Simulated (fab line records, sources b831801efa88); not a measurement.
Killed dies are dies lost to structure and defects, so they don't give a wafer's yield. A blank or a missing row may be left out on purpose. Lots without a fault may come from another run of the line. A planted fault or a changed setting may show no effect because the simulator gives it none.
Which tool did it? | flow gf180mcu | 14 lots, 42 wafers sampled, at 2 steps of a route of 602

WHAT THE GAUGES READ, wafer by wafer
GF_NWELL_TW_MEAS_11.
lot  | measured    | on            | NWELL_TW
L371 | day 3 12:59 | film_metro-03 | 1563 1564 1559
L372 | day 3 17:07 | film_metro-02 | 1558 1559 1558
L375 | day 4 12:04 | film_metro-04 | 1582 1587 1571
L376 | day 4 15:17 | film_metro-02 | 1555 1551 1552
L377 | day 4 19:14 | film_metro-03 | 1569 1567 1563
L378 | day 5 02:37 | film_metro-02 | 1572 1564 1556
L380 | day 5 13:57 | film_metro-02 | 1565 1559 1560
L382 | day 5 23:15 | film_metro-03 | 1576 1581 1577
L384 | day 6 10:04 | film_metro-04 | 1595 1588 1591
L386 | day 6 18:41 | film_metro-04 | 1593 1585 1584
L389 | day 7 11:42 | film_metro-04 | 1584 1584 1589
L390 | day 7 15:19 | film_metro-03 | 1573 1573 1566
L392 | day 8 03:30 | film_metro-03 | 1565 1570 1572
L394 | day 8 11:31 | film_metro-04 | 1600 1592 1586

GF_VT_IMPLANT_RS_MEAS_46: measures by four-point-probe.
lot  | measured     | on            | MVSD_RS (ohm/sq)
L371 | day 7 22:11  | film_metro-03 | 457.0 457.5 457.7
L372 | day 8 01:04  | film_metro-04 | 457.6 458.1 457.0
L375 | day 9 00:31  | film_metro-02 | 457.1 456.6 456.9
L376 | day 9 03:52  | film_metro-02 | 455.6 456.7 455.3
L377 | day 9 09:15  | film_metro-02 | 454.7 455.1 454.8
L378 | day 9 19:16  | film_metro-03 | 457.7 458.5 458.5
L380 | day 10 08:31 | film_metro-02 | 456.7 456.8 455.9
L382 | day 10 18:28 | film_metro-02 | 455.7 456.1 457.2
L384 | day 11 08:23 | film_metro-03 | 456.7 455.9 455.9
L386 | day 11 18:18 | film_metro-04 | 455.2 455.2 455.3
L389 | day 12 14:40 | film_metro-02 | 456.3 456.8 456.3
L390 | day 12 18:22 | film_metro-03 | 457.2 456.9 457.0
L392 | day 13 11:09 | film_metro-03 | 456.6 455.0 456.5
L394 | day 13 20:53 | film_metro-02 | 455.6 455.9 456.2

WHICH TOOL RAN EACH LOT (tool, then ch and the chambers of the sampled wafers, then the start)
The record holds no process step before these readings.

WHAT THE TOOLS THEMSELVES READ (means of the sampled wafers that have a number; where no wafer has one, the mark that the record gives instead)
The record holds no such reading with a usual standard deviation.

THE ANSWER, worked out from the rows above alone
Rule: what is usual is taken from the lots themselves. Put in order of their means at a reading, lots are off if they are a third of the lots or fewer, leave a main group of 4 or more, and stand apart from it by a gap of 3 or more times the standard deviation of the main group's means; of several such gaps the widest counts. A main group whose means are all the same, to the digits that the tables above print for the reading, isn't used. A lot without any number at a reading at which 4 lots or more have one is off too. The other lots that the step has rows for count as sound. The gauges are gone through in route order, then the tools' own readings, and for those a lot's mean is taken as printed above. The first step at which some lot is off is used, and at that step the reading that is off furthest; a lot without a number counts as furthest.
No lot is off at any reading shown: from this, nothing can be told.

WHAT THE SIMULATOR HAD PUT IN
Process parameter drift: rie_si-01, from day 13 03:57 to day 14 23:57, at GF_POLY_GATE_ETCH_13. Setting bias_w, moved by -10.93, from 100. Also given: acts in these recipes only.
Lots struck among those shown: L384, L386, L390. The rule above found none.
